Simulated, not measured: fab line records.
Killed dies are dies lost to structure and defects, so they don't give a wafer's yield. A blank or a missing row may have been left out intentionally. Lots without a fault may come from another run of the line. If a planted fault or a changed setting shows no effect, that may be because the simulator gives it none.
fab line records -- flow gf180mcu
record lots=12, wafers=34, last-day=35
route steps=602 shown V5@556 TOP_METAL@569
lots untouched by any fault: they come from a run of this same line in which no faults occurred
start-h: hours from the record's first day to the start of the lot's first wafer shown -- wait-h: time in hours since the lot's previous step -- " repeats the value in the row above -- L1.1+2: several wafers, shown together as one row -- - value missing, or start not given -- * or withheld: withheld -- < > ~ a bound
route shown NAME@n: names a module that has steps shown in the file, with the first one's number in the route -- usual: mean and standard deviation over wafers with no fault -- same: alike in all rows -- chamber/n: place in a boat -- sites: each site's reading -- _std_site: standard deviation of those values -- _edge_site: outer sites' mean less inner sites' -- radius-mm: how far each site lies from the wafer's centre -- mask NAME#n: copy n -- behind: the last tool/chamber to shape the wafer -- hold: why the lot went on hold/how many hours it stayed there/how the hold came to an end -- device: the transistor (n, p or np) that didn't switch -- end of line: at the end of the route, the tests of the same wafers -- a step with no rows: only its recipe -- killed: not the wafer's yield, but the dies lost to structure and defects at the first sort -- map: shows each die of a wafer: x if killed, . if not, _ if none is there
set.NAME: the setting as run; set.NAME@STEP: as run at that earlier step -- model.NAME: the simulator's own value behind a step, which no gauge read
route steps across a sampled set of lots; one table per step, one row per wafer
services: from which hour (start-h, from the record's first day; less than 0 if before it) a tool's chamber was out of use, for how many hours, and why
## steps
# step GF_V5_ETCH_16
# recipe chemistry=N2/H2, target-depth-a=withheld, overetch-a=withheld, time-s=withheld, target=BARC, ion-energy-ev=200, source-w=500, bias-w=100, pressure-mtorr=30, n2-flow-sccm=100, h2-flow-sccm=200
# usual drypump-motor-current-A=5.8/0.44, oes-product-au=0.855/0.0052, throttle-valve-pct=13.226/0.0092
lot.wafer,tool,chamber,start-h,wait-h,drypump-motor-current-A,oes-product-au,throttle-valve-pct
L783.1,rie-diel-04,1,649.82,0.0,4.6,0.859,13.214
L783.2,rie-diel-04,0,649.82,0.0,5.8,0.859,13.216
L783.3,rie-diel-04,2,649.82,0.0,5.8,0.851,13.223
L785.1,rie-diel-04,0,659.77,0.0,5.8,0.864,13.223
L785.2,rie-diel-04,1,659.77,0.0,4.6,0.856,13.219
L785.3,rie-diel-04,2,659.77,0.0,5.8,0.854,13.222
L787.3,rie-diel-03,3,673.97,0.0,5.4,0.862,13.226
L787.5,rie-diel-03,1,673.97,0.0,5.8,0.853,13.226
L787.6,rie-diel-03,0,673.97,0.0,6.0,0.859,13.227
L788.2,rie-diel-01,1,681.88,0.0,6.4,0.861,13.226
L788.3,rie-diel-01,3,681.88,0.0,6.1,0.849,13.220
L788.5,rie-diel-01,3,681.88,0.0,6.1,0.845,13.216
L789.1,rie-diel-01,2,696.01,0.0,6.1,0.850,13.226
L789.3,rie-diel-01,0,696.01,0.0,6.3,0.858,13.221
L789.4,rie-diel-01,3,696.01,0.0,6.1,0.864,13.227
L791.3,rie-diel-03,1,705.62,0.0,5.8,0.860,13.227
L791.5,rie-diel-03,3,705.62,0.0,5.4,0.842,13.224
L791.6,rie-diel-03,0,705.62,0.0,6.0,0.843,13.229
L795.3,rie-diel-03,1,733.33,0.0,5.8,0.857,13.209
L795.6,rie-diel-03,2,733.33,0.0,6.0,0.853,13.216
L796.2,rie-diel-04,3,738.02,0.0,5.8,0.856,13.221
L796.3,rie-diel-04,2,738.02,0.0,5.8,0.851,13.204
L797.1,rie-diel-04,1,745.12,0.0,4.6,0.851,13.204
L797.2,rie-diel-04,2,745.12,0.0,5.8,0.843,13.221
L797.6,rie-diel-04,1,745.12,0.0,4.6,0.854,13.229
L798.2,rie-diel-04,1,749.83,0.0,4.6,0.867,13.223
L798.4,rie-diel-04,0,749.83,0.0,5.8,0.859,13.237
L798.5,rie-diel-04,3,749.83,0.0,5.9,0.858,13.230
L803.1,rie-diel-04,2,782.82,0.0,5.8,0.854,13.233
L803.4,rie-diel-04,3,782.82,0.0,5.8,0.857,13.244
L803.6,rie-diel-04,3,782.82,0.0,5.9,0.862,13.212
L806.2,rie-diel-04,0,796.37,0.0,5.8,0.858,13.220
L806.3,rie-diel-04,1,796.37,0.0,4.6,0.846,13.224
L806.6,rie-diel-04,0,796.37,0.0,5.8,0.861,13.227
# step GF_V5_CVD_23
# recipe material=W, target-thk-nm=350, time-s=104.9, temp-c=400, pressure-torr=40
# usual heater-power-w=919/140
lot.wafer,tool,chamber,start-h,wait-h,heater-power-w
L783.1,cvd-w-01,0,650.64,0.0,739
L783.2,cvd-w-01,1,650.64,0.0,838
L783.3,cvd-w-01,0,650.64,0.0,766
L785.1,cvd-w-02,1,660.90,0.0,1014
L785.2,cvd-w-02,0,660.90,0.0,1080
L785.3,cvd-w-02,1,660.90,0.0,1000
L787.3,cvd-w-02,0,675.25,0.1,1063
L787.5,cvd-w-02,0,675.25,0.1,1085
L787.6,cvd-w-02,1,675.25,0.1,1029
L788.2,cvd-w-01,1,682.67,0.0,842
L788.3,cvd-w-01,0,682.67,0.0,744
L788.5,cvd-w-01,1,682.67,0.0,844
L789.1,cvd-w-02,0,696.80,0.0,1105
L789.3,cvd-w-02,1,696.80,0.0,1027
L789.4,cvd-w-02,0,696.80,0.0,1091
L791.3,cvd-w-01,1,706.44,0.1,840
L791.5,cvd-w-01,0,706.44,0.1,742
L791.6,cvd-w-01,1,706.44,0.1,836
L795.3,cvd-w-01,0,734.15,0.1,751
L795.6,cvd-w-01,1,734.15,0.1,849
L796.2,cvd-w-01,0,738.81,0.0,761
L796.3,cvd-w-01,0,738.81,0.0,762
L797.1,cvd-w-02,0,745.91,0.0,1066
L797.2,cvd-w-02,1,745.91,0.0,1045
L797.6,cvd-w-02,0,745.91,0.0,1129
L798.2,cvd-w-01,1,750.62,0.0,833
L798.4,cvd-w-01,0,750.62,0.0,745
L798.5,cvd-w-01,0,750.62,0.0,759
L803.1,cvd-w-02,0,783.68,0.0,1095
L803.4,cvd-w-02,1,783.68,0.0,1063
L803.6,cvd-w-02,0,783.68,0.0,1086
L806.2,cvd-w-02,1,797.16,0.0,1049
L806.3,cvd-w-02,1,797.16,0.0,1026
L806.6,cvd-w-02,0,797.16,0.0,1093
# step GF_V5_RS_MEAS_24
# recipe thk-meas-gauge=four-point-probe, reads=W_of_V5_CVD_23+TiN_of_V5_SPUTTER_22+Ti_of_V5_SPUTTER_21
# usual V5_W_RS=0.330/0.0035
lot.wafer,tool,chamber,start-h,wait-h,V5_W_RS[ohm/sq]
L783.1,film-metro-03,-,650.75,0.1,0.331
L783.2,film-metro-03,-,650.75,0.1,0.336
L783.3,film-metro-03,-,650.75,0.1,0.330
L785.1,film-metro-01,-,661.01,0.1,0.325
L785.2,film-metro-01,-,661.01,0.1,0.324
L785.3,film-metro-01,-,661.01,0.1,0.327
L787.3,film-metro-03,-,675.36,0.1,0.332
L787.5,film-metro-03,-,675.36,0.1,0.330
L787.6,film-metro-03,-,675.36,0.1,0.330
L788.2,film-metro-04,-,682.80,0.1,0.329
L788.3,film-metro-04,-,682.80,0.1,0.326
L788.5,film-metro-04,-,682.80,0.1,0.328
L789.1,film-metro-01,-,696.91,0.1,0.330
L789.3,film-metro-01,-,696.91,0.1,0.333
L789.4,film-metro-01,-,696.91,0.1,0.329
L791.3,film-metro-01,-,706.56,0.1,0.327
L791.5,film-metro-01,-,706.56,0.1,0.329
L791.6,film-metro-01,-,706.56,0.1,0.324
L795.3,film-metro-01,-,734.27,0.1,0.325
L795.6,film-metro-01,-,734.27,0.1,0.306
L796.2,film-metro-01,-,738.94,0.1,0.310
L796.3,film-metro-01,-,738.94,0.1,0.331
L797.1,film-metro-03,-,746.02,0.1,0.327
L797.2,film-metro-03,-,746.02,0.1,0.332
L797.6,film-metro-03,-,746.02,0.1,0.325
L798.2,film-metro-03,-,750.75,0.1,0.313
L798.4,film-metro-03,-,750.75,0.1,0.331
L798.5,film-metro-03,-,750.75,0.1,0.332
L803.1,film-metro-03,-,783.80,0.1,0.330
L803.4,film-metro-03,-,783.80,0.1,0.333
L803.6,film-metro-03,-,783.80,0.1,0.330
L806.2,film-metro-04,-,797.29,0.1,0.333
L806.3,film-metro-04,-,797.29,0.1,0.337
L806.6,film-metro-04,-,797.29,0.1,0.331
# step GF_V5_THK_MEAS_25
# recipe thk-meas-gauge=xrf, reads=W_of_V5_CVD_23
# usual V5_W_THK=366/4.3
lot.wafer,tool,chamber,start-h,wait-h,V5_W_THK[nm]
L783.1,film-metro-03,-,650.87,0.1,365
L783.2,film-metro-03,-,650.87,0.1,359
L783.3,film-metro-03,-,650.87,0.1,366
L785.1,film-metro-01,-,661.13,0.1,368
L785.2,film-metro-01,-,661.13,0.1,373
L785.3,film-metro-01,-,661.13,0.1,368
L787.3,film-metro-03,-,675.46,0.1,369
L787.5,film-metro-03,-,675.46,0.1,370
L787.6,film-metro-03,-,675.46,0.1,370
L788.2,film-metro-04,-,682.91,0.1,362
L788.3,film-metro-04,-,682.91,0.1,366
L788.5,film-metro-04,-,682.91,0.1,365
L789.1,film-metro-01,-,697.03,0.1,362
L789.3,film-metro-01,-,697.03,0.1,361
L789.4,film-metro-01,-,697.03,0.1,366
L791.3,film-metro-01,-,706.66,0.1,368
L791.5,film-metro-01,-,706.66,0.1,367
L791.6,film-metro-01,-,706.66,0.1,373
L795.3,film-metro-01,-,734.37,0.1,372
L795.6,film-metro-01,-,734.37,0.1,394
L796.2,film-metro-01,-,739.05,0.1,390
L796.3,film-metro-01,-,739.05,0.1,364
L797.1,film-metro-03,-,746.14,0.1,369
L797.2,film-metro-03,-,746.14,0.1,360
L797.6,film-metro-03,-,746.14,0.1,368
L798.2,film-metro-03,-,750.86,0.1,383
L798.4,film-metro-03,-,750.86,0.1,361
L798.5,film-metro-03,-,750.86,0.1,358
L803.1,film-metro-03,-,783.92,0.1,363
L803.4,film-metro-03,-,783.92,0.1,361
L803.6,film-metro-03,-,783.92,0.1,365
L806.2,film-metro-04,-,797.40,0.1,366
L806.3,film-metro-04,-,797.40,0.1,360
L806.6,film-metro-04,-,797.40,0.1,370
# step GF_TOP_METAL_SPUTTER_02
# recipe material=AlCu, target-thk-nm=900, power-w=10600, chamber-pressure-pa=0.3, substrate-temp-c=250, gas=Ar, time-s=47.82
# usual throttle-valve-pct=29.8/0.97
lot.wafer,tool,chamber,start-h,wait-h,throttle-valve-pct
L783.1,pvd-sputter-03,-,651.36,0.0,30.5
L783.2,pvd-sputter-03,-,651.36,0.0,29.6
L783.3,pvd-sputter-03,-,651.36,0.0,27.5
L785.1,pvd-sputter-02,-,661.62,0.0,28.6
L785.2,pvd-sputter-02,-,661.62,0.0,29.1
L785.3,pvd-sputter-02,-,661.62,0.0,30.8
L787.3,pvd-sputter-01,-,675.97,0.0,30.0
L787.5,pvd-sputter-01,-,675.97,0.0,30.7
L787.6,pvd-sputter-01,-,675.97,0.0,29.7
L788.2,pvd-sputter-02,-,683.39,0.0,28.9
L788.3,pvd-sputter-02,-,683.39,0.0,30.9
L788.5,pvd-sputter-02,-,683.39,0.0,31.8
L789.1,pvd-sputter-02,-,697.52,0.0,28.5
L789.3,pvd-sputter-02,-,697.52,0.0,31.0
L789.4,pvd-sputter-02,-,697.52,0.0,29.0
L791.3,pvd-sputter-01,-,707.13,0.0,29.4
L791.5,pvd-sputter-01,-,707.13,0.0,30.6
L791.6,pvd-sputter-01,-,707.13,0.0,29.8
L795.3,pvd-sputter-01,-,734.84,0.0,30.3
L795.6,pvd-sputter-01,-,734.84,0.0,29.4
L796.2,pvd-sputter-02,-,739.72,0.0,30.9
L796.3,pvd-sputter-02,-,739.72,0.0,29.1
L797.1,pvd-sputter-03,-,747.36,0.0,29.6
L797.2,pvd-sputter-03,-,747.36,0.0,27.4
L797.6,pvd-sputter-03,-,747.36,0.0,30.3
L798.2,pvd-sputter-03,-,751.34,0.0,27.6
L798.4,pvd-sputter-03,-,751.34,0.0,30.2
L798.5,pvd-sputter-03,-,751.34,0.0,30.2
L803.1,pvd-sputter-03,-,784.41,0.0,30.0
L803.4,pvd-sputter-03,-,784.41,0.0,29.5
L803.6,pvd-sputter-03,-,784.41,0.0,29.6
L806.2,pvd-sputter-01,-,797.88,0.0,29.6
L806.3,pvd-sputter-01,-,797.88,0.0,30.0
L806.6,pvd-sputter-01,-,797.88,0.0,29.5
# step GF_TOP_METAL_SPUTTER_04
# recipe material=TiN, target-thk-nm=25, power-w=6500, time-s=20.8, chamber-pressure-pa=0.4
# usual throttle-valve-pct=29.8/0.97
lot.wafer,tool,chamber,start-h,wait-h,throttle-valve-pct
L783.1,pvd-sputter-03,-,651.42,0.0,30.3
L783.2,pvd-sputter-03,-,651.42,0.0,29.9
L783.3,pvd-sputter-03,-,651.42,0.0,27.6
L785.1,pvd-sputter-02,-,661.68,0.0,28.3
L785.2,pvd-sputter-02,-,661.68,0.0,29.1
L785.3,pvd-sputter-02,-,661.68,0.0,30.7
L787.3,pvd-sputter-01,-,676.03,0.0,29.8
L787.5,pvd-sputter-01,-,676.03,0.0,30.5
L787.6,pvd-sputter-01,-,676.03,0.0,29.4
L788.2,pvd-sputter-02,-,683.45,0.0,29.0
L788.3,pvd-sputter-02,-,683.45,0.0,31.2
L788.5,pvd-sputter-02,-,683.45,0.0,32.0
L789.1,pvd-sputter-02,-,697.58,0.0,28.4
L789.3,pvd-sputter-02,-,697.58,0.0,31.0
L789.4,pvd-sputter-02,-,697.58,0.0,29.3
L791.3,pvd-sputter-01,-,707.19,0.0,29.9
L791.5,pvd-sputter-01,-,707.19,0.0,30.5
L791.6,pvd-sputter-01,-,707.19,0.0,29.9
L795.3,pvd-sputter-01,-,734.90,0.0,30.1
L795.6,pvd-sputter-01,-,734.90,0.0,29.6
L796.2,pvd-sputter-02,-,739.78,0.0,30.6
L796.3,pvd-sputter-02,-,739.78,0.0,29.0
L797.1,pvd-sputter-03,-,747.42,0.0,29.8
L797.2,pvd-sputter-03,-,747.42,0.0,27.8
L797.6,pvd-sputter-03,-,747.42,0.0,30.5
L798.2,pvd-sputter-03,-,751.40,0.0,27.6
L798.4,pvd-sputter-03,-,751.40,0.0,30.2
L798.5,pvd-sputter-03,-,751.40,0.0,30.3
L803.1,pvd-sputter-03,-,784.47,0.0,29.9
L803.4,pvd-sputter-03,-,784.47,0.0,29.5
L803.6,pvd-sputter-03,-,784.47,0.0,29.8
L806.2,pvd-sputter-01,-,797.94,0.0,29.4
L806.3,pvd-sputter-01,-,797.94,0.0,30.0
L806.6,pvd-sputter-01,-,797.94,0.0,29.5
## services
tool,chamber,start-h,hours,kind
pvd-sputter-02,-,671.14,1.7,repair
pvd-sputter-02,3,674.19,-,consumable-replace:kit
pvd-sputter-02,3,674.19,18.0,scheduled-down
rie-diel-01,1,683.52,4.8,repair
pvd-sputter-02,-,683.69,3.1,repair
cvd-w-02,-,689.87,6.9,pm
pvd-sputter-03,-,703.27,6.2,repair
pvd-sputter-03,2,714.01,-,consumable-replace:kit
pvd-sputter-03,2,714.01,18.0,scheduled-down
pvd-sputter-03,2,714.01,18.0,vent-cycle
cvd-w-02,1,721.27,4.2,repair
rie-diel-01,-,722.44,14.6,pm
cvd-w-01,1,725.58,2.5,repair
pvd-sputter-03,-,726.15,9.8,repair
cvd-w-01,-,757.02,1.1,repair
cvd-w-01,-,758.11,6.0,pm
rie-diel-04,-,760.68,2.8,pm
rie-diel-01,-,762.84,2.8,pm
rie-diel-03,3,768.57,6.0,repair
rie-diel-04,1,770.33,20.6,repair
pvd-sputter-03,-,770.77,3.7,repair
rie-diel-04,0,781.68,4.1,repair
pvd-sputter-02,-,793.24,9.3,repair
rie-diel-04,2,794.92,9.9,repair
## key
first-sign step=GF_V5_RS_MEAS_24, reading=V5_W_RS, direction=down, sigmas=5.7, usual=0.330, struck=0.310
effect step=GF_V5_THK_MEAS_25, reading=V5_W_THK, direction=up, sigmas=5.3, usual=366, struck=389
met-at GF_V5_CVD_23
struck-lots L795,L796,L798
struck-wafers L795.6,L796.2,L798.2
not-acting-at GF_V5_ETCH_16,GF_TOP_METAL_SPUTTER_02,GF_TOP_METAL_SPUTTER_04
onset-between 706.44 734.15
fault kind=process-parameter-drift, tool=cvd-w-01, chamber=-, onset-h=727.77, steps=GF_V5_CVD_23, channel=target-thk-nm, offset=21.66, shape=step, end-h=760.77, scope=struck-wafers-only, acts-in=these-recipes-only, stated=350
